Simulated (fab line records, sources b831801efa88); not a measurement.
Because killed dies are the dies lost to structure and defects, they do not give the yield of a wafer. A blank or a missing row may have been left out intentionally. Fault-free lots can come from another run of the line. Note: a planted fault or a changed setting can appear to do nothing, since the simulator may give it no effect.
Matching of chambers | flow sky130 | SKY_VIA1_CMP_24 on cmp-02 has 4 sister chambers
The step polishes, stops on SiO2, t overpolish 15 s, target thk 0 nm. 4 wafers are shown with their chamber, then 7 later ones without.

== WAFERS PAIRED WITH THEIR CHAMBERS ==
wafer  | chamber | motor_current_A (A)
L482.3 | 3       | 11.7
L491.6 | 1       | 11.0
L493.1 | 2       | 11.0
L493.3 | 0       | 12.2

== WAFERS MISSING THEIR CHAMBER ==
wafer  | motor_current_A (A)
L493.5 | 11.3
L499.2 | 12.0
L499.3 | 10.7
L499.4 | 11.3
L502.1 | 10.9
L502.2 | 12.1
L502.4 | 11.7

== WHICH CHAMBER EACH WENT THROUGH ==
wafer  | from the rows above          | in truth
L493.5 | can't be placed: 1 or 2 or 3 | 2
L499.2 | can't be placed: 0 or 3      | 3
L499.3 | can't be placed: 1 or 2      | 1
L499.4 | can't be placed: 1 or 2 or 3 | 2
L502.1 | can't be placed: 1 or 2      | 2
L502.2 | can't be placed: 0 or 3      | 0
L502.4 | 3                            | 3
Placed correctly: 1 of 7. Cannot be placed on the basis of these rows: 6; the candidates contain the true chamber in 6. Wrongly placed: 0.
How it was worked out, from the rows above alone: a wafer's distance from a chamber is the root of the sum, over the readings, of the square of ((its reading less the chamber's mean) divided by the reading's scatter). If the next closest chamber is less than 2 further off than the closest, the wafer can't be placed; otherwise it belongs to the closest. The mean given for a chamber averages the wafers shown for that chamber. The scatter: root of mean squared gap, hidden wafer to nearest shown wafer, with one shown wafer a chamber.
